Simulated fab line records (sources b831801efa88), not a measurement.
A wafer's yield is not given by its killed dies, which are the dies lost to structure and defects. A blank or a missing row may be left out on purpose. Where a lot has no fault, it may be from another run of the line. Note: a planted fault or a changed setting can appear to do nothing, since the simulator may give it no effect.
Shared-tool check | flow gf180mcu | 12 lots, 36 wafers sampled

== REASON FOR OPENING ==
GF_PSD_RS_MEAS_14, reading NSD_RS: flagged on 2 of 12 lots. Fault-free wafers read 46.54 ohm/sq, with a standard deviation of 0.089.
Rule: a lot gets a flag if all its wafers with a number sit over 4 standard deviations from that mean, or if no wafer of it has a number. All remaining lots are regarded as sound.

lot  | measured     | on            | NSD_RS (ohm/sq), wafer by wafer | flag
L722 | day 14 12:54 | film-metro-02 | 46.49 46.50 46.52               |
L723 | day 15 00:55 | film-metro-02 | 46.36 46.50 46.45               |
L724 | day 15 01:58 | film-metro-04 | 46.43 46.47 46.46               |
L731 | day 17 18:16 | film-metro-04 | 44.77 44.79 44.68               | FLAGGED
L733 | day 18 14:34 | film-metro-04 | 46.52 46.38 46.53               |
L734 | day 18 19:58 | film-metro-01 | 44.67 44.60 44.79               | FLAGGED
L737 | day 20 02:19 | film-metro-02 | 46.55 46.48 46.47               |
L739 | day 20 12:36 | film-metro-02 | 46.52 46.55 46.46               |
L741 | day 21 09:16 | film-metro-01 | 46.44 46.49 46.57               |
L742 | day 21 15:43 | film-metro-01 | 46.54 46.62 46.52               |
L743 | day 21 23:05 | film-metro-04 | 46.68 46.59 46.71               |
L744 | day 22 07:27 | film-metro-02 | 46.47 46.57 46.50               |
Average over the flagged lots: 44.72 ohm/sq; offset from the usual -1.82 ohm/sq, equal to -20 standard deviations.

== EACH LOT AND THE TOOL IT RAN ON ==
Before the reading, the record contains 2 process steps out of a 602-step route. Read each cell as the tool, then ch plus the chambers that the sampled wafers visited, then the start.
lot  | flag    | GF_NSD_IMPLANT_09               | GF_NSD_STRIP_11
L722 |         | implanter-03 ch 0, day 13 15:19 | plasma-asher-02 ch 0,1, day 13 15:36
L723 |         | implanter-02 ch 0, day 14 02:53 | plasma-asher-03 ch 0,1, day 14 03:09
L724 |         | implanter-04 ch 0, day 14 04:58 | plasma-asher-04 ch 0,1, day 14 05:16
L731 | FLAGGED | implanter-04 ch 0, day 16 18:39 | plasma-asher-02 ch 0,1, day 16 18:57
L733 |         | implanter-03 ch 0, day 17 14:06 | plasma-asher-03 ch 1, day 17 14:22
L734 | FLAGGED | implanter-04 ch 0, day 17 19:23 | plasma-asher-04 ch 0,1, day 17 19:40
L737 |         | implanter-03 ch 0, day 19 01:14 | plasma-asher-02 ch 0,1, day 19 01:30
L739 |         | implanter-02 ch 0, day 19 12:13 | plasma-asher-03 ch 0,1, day 19 12:31
L741 |         | implanter-03 ch 0, day 20 08:51 | plasma-asher-03 ch 1, day 20 09:09
L742 |         | implanter-02 ch 0, day 20 15:38 | plasma-asher-02 ch 0,1, day 20 15:54
L743 |         | implanter-04 ch 0, day 20 22:26 | plasma-asher-03 ch 0,1, day 20 22:43
L744 |         | implanter-02 ch 0, day 21 06:55 | plasma-asher-04 ch 0,1, day 21 07:13
What is done by these steps:
- GF_NSD_IMPLANT_09
- GF_NSD_STRIP_11: strips in O2/N2.
- GF_PSD_RS_MEAS_14: measures by four-point-probe.

== FLAGGED AGAINST TOTAL, ONE TOOL AT A TIME (gauges that did the reading follow at the end) ==
step              | tool            | lots run | flagged | share of the flagged lots | sound lots run after its first flagged lot
GF_NSD_IMPLANT_09 | implanter-02    | 4        | 0       | none                      | -
GF_NSD_IMPLANT_09 | implanter-03    | 4        | 0       | none                      | -
GF_NSD_IMPLANT_09 | implanter-04    | 4        | 2       | all                       | 1 (L743)
GF_NSD_STRIP_11   | plasma-asher-02 | 4        | 1       | some                      | 2 (L737,L742)
GF_NSD_STRIP_11   | plasma-asher-03 | 5        | 0       | none                      | -
GF_NSD_STRIP_11   | plasma-asher-04 | 3        | 1       | some                      | 1 (L744)
GF_PSD_RS_MEAS_14 | film-metro-01   | 3        | 1       | some                      | 2 (L741,L742)
GF_PSD_RS_MEAS_14 | film-metro-02   | 5        | 0       | none                      | -
GF_PSD_RS_MEAS_14 | film-metro-04   | 4        | 1       | some                      | 2 (L733,L743)

== THE TABLE: WHAT IT ALLOWS ==
Rows of the table that ran each flagged lot: 1, that is implanter-04 at GF_NSD_IMPLANT_09.
- implanter-04 at GF_NSD_IMPLANT_09 ran 4 lots, 2 of them flagged. After the first flagged lot (L743), sound lots still ran on it; a lasting fault on the whole tool would not permit that. Its own readings (beam-on-s, dose-ions-cm2) fall more than 4 standard deviations out on all wafers of the flagged lots.
No row of the table ran every flagged lot and no sound lot after the first.

== WHAT WAS PUT IN BY THE SIMULATOR ==
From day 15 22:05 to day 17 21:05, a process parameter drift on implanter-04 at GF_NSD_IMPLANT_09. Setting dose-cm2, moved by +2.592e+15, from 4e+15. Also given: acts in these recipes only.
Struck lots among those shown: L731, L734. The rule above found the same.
